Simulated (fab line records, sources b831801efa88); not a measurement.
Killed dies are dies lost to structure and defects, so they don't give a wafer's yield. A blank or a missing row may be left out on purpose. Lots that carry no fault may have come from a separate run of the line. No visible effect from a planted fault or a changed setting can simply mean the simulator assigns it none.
Which tool was responsible? + flow sky130 + 10 lots, 30 wafers sampled, at 6 steps of a route of 708

== WHAT EACH GAUGE READ, for each wafer ==
The record lacks any reading of a measuring or inspecting step that a usual standard deviation could be used to judge.

== WHICH TOOL RAN EACH LOT (tool, then ch and the chambers of the sampled wafers, then the start) ==
| lot  | SKY_METAL2_METAL_ETCH_19          | SKY_VIA2_STRIP_16                    | SKY_CAPM_COAT_07                  | SKY_CAPM_METAL_ETCH_13            | SKY_CAPM_STRIP_14                    | SKY_PAD_OPEN_PROBE_99   |
|------|-----------------------------------|--------------------------------------|-----------------------------------|-----------------------------------|--------------------------------------|-------------------------|
| L474 | rie metal-04 ch 0,1, day 35 11:13 | plasma asher-03 ch 0,1, day 36 15:15 | litho track-03 ch 0, day 37 06:07 | rie metal-02 ch 0,1, day 37 19:01 | plasma asher-01 ch 0,1, day 37 19:06 | -                       |
| L480 | rie metal-02 ch 0,1, day 37 11:15 | plasma asher-02 ch 0,1, day 38 14:33 | litho track-03 ch 0, day 39 04:34 | rie metal-04 ch 0,1, day 39 16:46 | plasma asher-02 ch 0,1, day 39 16:50 | prober-02, day 47 15:50 |
| L481 | rie metal-03 ch 0,1, day 37 15:52 | plasma asher-03 ch 0,1, day 38 18:46 | litho track-01 ch 0, day 39 08:22 | rie metal-02 ch 0,1, day 39 20:57 | plasma asher-04 ch 0,1, day 39 21:02 | prober-01, day 47 17:25 |
| L485 | rie metal-04 ch 0,1, day 39 04:31 | plasma asher-03 ch 0,1, day 40 06:55 | litho track-03 ch 0, day 40 20:28 | rie metal-01 ch 0,1, day 41 09:13 | plasma asher-04 ch 0,1, day 41 09:17 | -                       |
| L488 | rie metal-03 ch 0,1, day 40 03:26 | plasma asher-02 ch 0,1, day 41 04:43 | litho track-04 ch 0, day 41 17:56 | rie metal-01 ch 0, day 42 07:25   | plasma asher-04 ch 0,1, day 42 07:34 | -                       |
| L490 | rie metal-04 ch 0,1, day 41 08:24 | plasma asher-04 ch 0,1, day 42 09:47 | litho track-04 ch 0, day 42 23:04 | rie metal-04 ch 0,1, day 43 10:26 | plasma asher-01 ch 0,1, day 43 10:31 | prober-02, day 50 11:46 |
| L491 | rie metal-03 ch 0,1, day 41 09:54 | plasma asher-03 ch 0, day 42 10:54   | litho track-01 ch 0, day 42 23:44 | rie metal-02 ch 1, day 43 10:57   | plasma asher-04 ch 0,1, day 43 11:02 | -                       |
| L494 | rie metal-04 ch 1, day 41 19:07   | plasma asher-02 ch 0,1, day 42 18:22 | litho track-03 ch 0, day 43 07:57 | rie metal-01 ch 0,1, day 43 18:27 | plasma asher-04 ch 0, day 43 18:32   | prober-02, day 50 18:02 |
| L495 | rie metal-04 ch 0,1, day 41 21:19 | plasma asher-04 ch 0,1, day 42 22:34 | litho track-03 ch 0, day 43 11:03 | rie metal-01 ch 0,1, day 43 22:28 | plasma asher-01 ch 0,1, day 43 22:32 | -                       |
| L496 | rie metal-04 ch 0,1, day 42 07:26 | plasma asher-02 ch 0,1, day 43 08:30 | litho track-01 ch 0, day 43 21:05 | rie metal-01 ch 0,1, day 44 08:34 | plasma asher-02 ch 0,1, day 44 08:38 | -                       |
- SKY_METAL2_METAL_ETCH_19: etches the open film in Cl2/BCl3, stops on SiO2, target depth 360 nm, time 78 s.
- SKY_VIA2_STRIP_16: strips in O2/N2.
- SKY_CAPM_COAT_07: resist thk 1140 nm.
- SKY_CAPM_METAL_ETCH_13: etches TiN in Cl2/BCl3, stops on SiO2, target depth 220 nm, time 62.9 s.
- SKY_CAPM_STRIP_14: strips in O2/N2.
- SKY_PAD_OPEN_PROBE_99

== WHAT THE TOOLS THEMSELVES READ (means of the sampled wafers that have a number; where no wafer has one, the mark that the record gives instead) ==
SKY_METAL2_METAL_ETCH_19.
| lot  | tool         | chamber pressure mTorr (mTorr) | drypump motor current A (A) | mfc cl2 sccm (sccm) | oes product au (a.u.) | throttle valve pct (%) |
|------|--------------|--------------------------------|-----------------------------|---------------------|-----------------------|------------------------|
| L474 | rie metal-04 | 9.990                          | 5.91                        | 59.96               | 0.851                 | 22.264                 |
| L480 | rie metal-02 | 9.998                          | 5.68                        | 60.24               | 0.850                 | 22.261                 |
| L481 | rie metal-03 | 9.996                          | 5.83                        | 59.91               | 0.852                 | 22.264                 |
| L485 | rie metal-04 | 9.997                          | 5.80                        | 60.26               | 0.854                 | 22.267                 |
| L488 | rie metal-03 | 10.006                         | 5.81                        | 60.04               | 0.855                 | 22.262                 |
| L490 | rie metal-04 | 9.993                          | 5.81                        | 59.81               | 0.852                 | 22.267                 |
| L491 | rie metal-03 | 9.999                          | 5.82                        | 60.06               | 0.856                 | 22.260                 |
| L494 | rie metal-04 | 10.003                         | 6.01                        | 60.03               | 0.849                 | 22.254                 |
| L495 | rie metal-04 | 9.997                          | 5.92                        | 60.20               | 0.858                 | 22.260                 |
| L496 | rie metal-04 | 10.004                         | 5.81                        | 59.76               | 0.854                 | 22.254                 |

SKY_VIA2_STRIP_16.
| lot  | tool            | chamber pressure mTorr (mTorr) | drypump motor current A (A) | oes product au (a.u.) | strip time to endpoint s (s) |
|------|-----------------|--------------------------------|-----------------------------|-----------------------|------------------------------|
| L474 | plasma asher-03 | 1500.5                         | 5.3                         | 0.398                 | 4.059                        |
| L480 | plasma asher-02 | 1499.1                         | 6.3                         | 0.398                 | 4.053                        |
| L481 | plasma asher-03 | 1498.5                         | 5.3                         | 0.401                 | 4.017                        |
| L485 | plasma asher-03 | 1500.9                         | 5.5                         | 0.404                 | 4.081                        |
| L488 | plasma asher-02 | 1499.4                         | 6.3                         | 0.401                 | 4.052                        |
| L490 | plasma asher-04 | 1499.2                         | 5.1                         | 0.402                 | 4.063                        |
| L491 | plasma asher-03 | 1500.1                         | 5.0                         | 0.399                 | 4.066                        |
| L494 | plasma asher-02 | 1499.6                         | 6.3                         | 0.399                 | 4.054                        |
| L495 | plasma asher-04 | 1500.6                         | 5.1                         | 0.401                 | 4.051                        |
| L496 | plasma asher-02 | 1499.6                         | 6.3                         | 0.396                 | 4.044                        |

SKY_CAPM_COAT_07.
| lot  | tool           | spin speed rpm (rpm) |
|------|----------------|----------------------|
| L474 | litho track-03 | 2999.4               |
| L480 | litho track-03 | 3253.8               |
| L481 | litho track-01 | 3001.2               |
| L485 | litho track-03 | 3255.1               |
| L488 | litho track-04 | 2998.3               |
| L490 | litho track-04 | 3001.6               |
| L491 | litho track-01 | 3001.0               |
| L494 | litho track-03 | 3002.6               |
| L495 | litho track-03 | 2999.0               |
| L496 | litho track-01 | 3004.1               |

SKY_CAPM_METAL_ETCH_13.
| lot  | tool         | chamber pressure mTorr (mTorr) | drypump motor current A (A) | mfc cl2 sccm (sccm) | oes product au (a.u.) | throttle valve pct (%) |
|------|--------------|--------------------------------|-----------------------------|---------------------|-----------------------|------------------------|
| L474 | rie metal-02 | 10.000                         | 5.6                         | 59.88               | 0.936                 | 21.902                 |
| L480 | rie metal-04 | 9.993                          | 5.9                         | 59.99               | 0.949                 | 21.900                 |
| L481 | rie metal-02 | 10.008                         | 5.7                         | 59.86               | 0.939                 | 21.905                 |
| L485 | rie metal-01 | 9.993                          | 5.7                         | 60.13               | 0.942                 | 21.900                 |
| L488 | rie metal-01 | 9.995                          | 6.4                         | 60.24               | 0.933                 | 21.904                 |
| L490 | rie metal-04 | 9.999                          | 5.8                         | 60.10               | 0.936                 | 21.904                 |
| L491 | rie metal-02 | 9.989                          | 5.7                         | 59.79               | 0.949                 | 21.902                 |
| L494 | rie metal-01 | 10.004                         | 5.7                         | 60.04               | 0.935                 | 21.899                 |
| L495 | rie metal-01 | 10.003                         | 5.6                         | 59.83               | 0.943                 | 21.906                 |
| L496 | rie metal-01 | 9.995                          | 5.7                         | 59.99               | 0.935                 | 21.901                 |

SKY_CAPM_STRIP_14.
| lot  | tool            | chamber pressure mTorr (mTorr) | drypump motor current A (A) | oes product au (a.u.) | strip time to endpoint s (s) |
|------|-----------------|--------------------------------|-----------------------------|-----------------------|------------------------------|
| L474 | plasma asher-01 | 1500.7                         | 5.6                         | 0.706                 | 12.55                        |
| L480 | plasma asher-02 | 1500.3                         | 6.3                         | 0.710                 | 12.12                        |
| L481 | plasma asher-04 | 1500.4                         | 5.1                         | 0.711                 | 12.62                        |
| L485 | plasma asher-04 | 1500.7                         | 5.1                         | 0.712                 | 12.12                        |
| L488 | plasma asher-04 | 1499.5                         | 5.1                         | 0.709                 | 12.68                        |
| L490 | plasma asher-01 | 1501.3                         | 5.6                         | 0.710                 | 12.66                        |
| L491 | plasma asher-04 | 1500.5                         | 5.1                         | 0.708                 | 12.62                        |
| L494 | plasma asher-04 | 1500.0                         | 5.1                         | 0.704                 | 12.63                        |
| L495 | plasma asher-01 | 1498.4                         | 5.9                         | 0.710                 | 12.70                        |
| L496 | plasma asher-02 | 1500.2                         | 6.3                         | 0.714                 | 12.66                        |

SKY_PAD_OPEN_PROBE_99.
| lot  | tool      | defect limited yield (%) | killed_at_M0_to_M3 | killed_at_M4_up | killed at contacts | killed at front end | killed at other | killed dies | killed open | killed short | sort_bin_3_pad_short (%) | sort_bin_5_function (%) | sort_bin_6_memory (%) | sort n pass | sort yield pct (%) |
|------|-----------|--------------------------|--------------------|-----------------|--------------------|---------------------|-----------------|-------------|-------------|--------------|--------------------------|-------------------------|-----------------------|-------------|--------------------|
| L480 | prober-02 | 82.4                     | 39                 | 5.0             | 25                 | 17                  | 0.3             | 87          | 44          | 42           | 1.2                      | 9.7                     | 6.6                   | 405         | 82.4               |
| L481 | prober-01 | 83.3                     | 41                 | 5.0             | 23                 | 13                  | 0.0             | 82          | 44          | 38           | 0.5                      | 10.2                    | 6.1                   | 410         | 83.3               |
| L490 | prober-02 | 82.7                     | 46                 | 1.0             | 24                 | 14                  | 0.0             | 85          | 48          | 37           | 1.2                      | 9.6                     | 6.5                   | 407         | 82.7               |
| L494 | prober-02 | 83.5                     | 42                 | 2.3             | 22                 | 16                  | 0.0             | 81          | 45          | 36           | 0.5                      | 10.1                    | 5.8                   | 411         | 83.5               |

== THE ANSWER, worked out from the rows above alone ==
Rule: the usual values come from the lots themselves. The widest of any qualifying gaps counts: lots, ordered by their means at a reading, are off when they make up no more than a third of the lots, leave a main group of 4 or more, and stand apart from it by 3 or more times the standard deviation of that group's means. Not used: any main group whose means are identical at the precision the tables above print for the reading. A lot without any number at a reading at which 4 lots or more have one is off too. Any other lot the step has rows for is counted as sound. After the gauges, taken in route order, come the tools' own readings; for these a lot's mean is taken, as printed above. At the first step where some lot is off, the reading lying furthest off is the one used; lots without a number count as furthest.
Off, at SKY_CAPM_COAT_07 on spin speed rpm: L480, L485. The main group: mean 3000.9 rpm, standard deviation 1.8.
A tool fits if, at that step or a process step before it, it ran every lot that is off, and no sound lot after the first of them. Not one of the candidates tried fits.

== WHAT WAS PUT IN BY THE SIMULATOR ==
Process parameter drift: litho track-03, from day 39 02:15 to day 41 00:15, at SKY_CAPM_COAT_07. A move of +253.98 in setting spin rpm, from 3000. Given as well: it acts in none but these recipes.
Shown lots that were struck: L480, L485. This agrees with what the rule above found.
